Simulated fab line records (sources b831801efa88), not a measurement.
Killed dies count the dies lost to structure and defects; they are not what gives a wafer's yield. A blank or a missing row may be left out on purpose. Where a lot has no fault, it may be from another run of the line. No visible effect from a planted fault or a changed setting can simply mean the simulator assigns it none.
What tool caused it?    flow sky130    Sampling: 10 lots, 29 wafers, 5 of 708 route steps

## WHAT THE GAUGES READ, wafer by wafer
SKY_LI_CONTACT_BOW_MEAS_03.
lot   measured      on             LI_CONTACT_BOW (um)
L900  day 27 22:43  film_metro-04  51 55 44
L901  day 28 02:21  film_metro-03  56 55 60
L902  day 28 19:55  film_metro-04  57 73 49
L905  day 29 12:56  film_metro-03  67 53 53
L906  day 30 04:36  film_metro-02  62 63 45
L912  day 32 04:53  film_metro-02  56 62
L918  day 34 05:58  film_metro-03  53 48 50
L919  day 34 10:35  film_metro-03  48 55 56
L920  day 34 17:43  film_metro-02  50 61 47
L921  day 35 00:59  film_metro-04  54 59 59

SKY_METAL1_RS_MEAS_05: the measuring method here is four-point-probe.
lot   measured      on             METAL1_ALCU_RS (ohm/sq)
L900  day 31 17:13  film_metro-02  0.1283 0.1275 0.1285
L901  day 31 19:09  film_metro-03  0.1274 0.1273 0.1269
L902  day 32 12:35  film_metro-03  0.1273 0.1278 0.1290
L905  day 33 05:01  film_metro-01  0.1267 0.1276 0.1268
L906  day 33 19:31  film_metro-03  0.1297 0.1296 0.1299
L912  day 35 17:17  film_metro-02  0.1298 0.1292 0.1298 0.1291
L918  day 37 16:31  film_metro-01  0.1283 0.1281 0.1284
L919  day 37 20:39  film_metro-02  0.1263 0.1253 0.1259
L920  day 38 04:09  film_metro-01  0.1264 0.1263 0.1259
L921  day 38 12:07  film_metro-02  0.1256 0.1268 0.1267

SKY_METAL1_THK_MEAS_06: measures by xrf.
lot   measured      on             METAL1_ALCU_THK (nm)
L900  day 31 17:20  film_metro-02  244.8 246.1 243.8
L901  day 31 19:15  film_metro-03  249.0 246.0 246.4
L902  day 32 12:41  film_metro-03  246.0 245.4 243.6
L905  day 33 05:08  film_metro-01  248.2 247.5 247.0
L906  day 33 19:38  film_metro-03  244.0 242.8 242.4
L912  day 35 22:24  film_metro-02  243.5 224.7 242.7 225.9
L918  day 37 16:38  film_metro-01  243.2 245.7 244.2
L919  day 37 20:46  film_metro-02  247.2 249.0 249.2
L920  day 38 04:16  film_metro-01  246.9 250.1 248.7
L921  day 38 12:13  film_metro-02  249.1 248.9 247.2

## TOOL THAT RAN EACH LOT (tool first, then ch and the chambers of the sampled wafers, then the start)
lot   SKY_LI_CONTACT_ETCH_14              SKY_METAL1_SPUTTER_04
L900  rie_diel-04 ch 0,1,2, day 29 03:38  pvd_sputter-03, day 31 17:10
L901  rie_diel-01 ch 1,2,3, day 29 07:17  pvd_sputter-03, day 31 19:04
L902  rie_diel-02 ch 2,3, day 30 00:04    pvd_sputter-04, day 32 12:30
L905  rie_diel-02 ch 1,2, day 30 17:29    pvd_sputter-04, day 33 04:57
L906  rie_diel-04 ch 0,2,3, day 31 08:41  pvd_sputter-04, day 33 19:28
L912  rie_diel-01 ch 1,3, day 33 07:41    pvd_sputter-04, day 35 17:12
L918  rie_diel-04 ch 0,1,2, day 35 08:13  pvd_sputter-03, day 37 16:28
L919  rie_diel-01 ch 1,2, day 35 12:43    pvd_sputter-03, day 37 20:35
L920  rie_diel-04 ch 0,1,3, day 35 19:49  pvd_sputter-01, day 38 04:06
L921  rie_diel-04 ch 1,2,3, day 36 03:20  pvd_sputter-03, day 38 12:01
- SKY_LI_CONTACT_ETCH_14: etches BARC in N2/H2, stops on SiO2, time 45.9 s, target depth 60 nm.
- SKY_METAL1_SPUTTER_04: material TiN, target thk 70 nm, time 58.3 s.

## WHAT THE TOOLS THEMSELVES READ (means of the sampled wafers that have a number; where no wafer has one, the mark that the record gives instead)
SKY_LI_CONTACT_ETCH_14.
lot   tool         chamber_pressure_mTorr (mTorr)  drypump_motor_current_A (A)  oes_product_au (a.u.)  throttle_valve_pct (%)
L900  rie_diel-04  30.027                          6.1                          0.856                  13.224
L901  rie_diel-01  29.992                          5.7                          0.858                  13.222
L902  rie_diel-02  30.007                          6.0                          0.856                  13.230
L905  rie_diel-02  29.978                          5.6                          0.856                  13.228
L906  rie_diel-04  29.997                          6.0                          0.854                  13.233
L912  rie_diel-01  30.004                          6.1                          0.861                  13.227
L918  rie_diel-04  29.988                          6.1                          0.856                  13.218
L919  rie_diel-01  30.011                          5.9                          0.851                  13.216
L920  rie_diel-04  29.997                          6.2                          0.852                  13.223
L921  rie_diel-04  30.002                          5.9                          0.852                  13.227

SKY_METAL1_SPUTTER_04.
lot   tool            throttle_valve_pct (%)
L900  pvd_sputter-03  29.6
L901  pvd_sputter-03  29.8
L902  pvd_sputter-04  29.4
L905  pvd_sputter-04  30.2
L906  pvd_sputter-04  30.1
L912  pvd_sputter-04  30.8
L918  pvd_sputter-03  29.9
L919  pvd_sputter-03  29.8
L920  pvd_sputter-01  29.3
L921  pvd_sputter-03  29.6

## THE ANSWER, worked out from the rows above alone
Rule: what is usual is taken from the lots themselves. Put in order of their means at a reading, lots are off if they are a third of the lots or fewer, leave a main group of 4 or more, and stand apart from it by a gap of 3 or more times the standard deviation of the main group's means; of several such gaps the widest counts. A main group is skipped when, at the precision printed for the reading in the tables above, its means are all equal. A lot without any number at a reading at which 4 lots or more have one is off too. The other lots that the step has rows for count as sound. The gauges are gone through in route order, then the tools' own readings, and for those a lot's mean is taken as printed above. At the first step where some lot is off, the reading lying furthest off is the one used; lots without a number count as furthest.
Off: at SKY_METAL1_THK_MEAS_06 (METAL1_ALCU_THK), L912. The main group has a mean of 246.4 nm with a standard deviation of 2.
A tool fits if, at a process step before that reading, it ran every lot that is off, and no sound lot after the first of them. Gauges at SKY_METAL1_THK_MEAS_06: tried the same way as those tools. One fits: SKY_METAL1_SPUTTER_04 on pvd_sputter-04. A fault onset in the window from L906 (day 33 19:28, its last sound lot) to L912 (day 35 17:12, its first lot off) fits.

## WHAT HAD BEEN PUT IN BY THE SIMULATOR
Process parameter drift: pvd_sputter-04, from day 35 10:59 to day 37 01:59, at SKY_METAL1_SPUTTER_04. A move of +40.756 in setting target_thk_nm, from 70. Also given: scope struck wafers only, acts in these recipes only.
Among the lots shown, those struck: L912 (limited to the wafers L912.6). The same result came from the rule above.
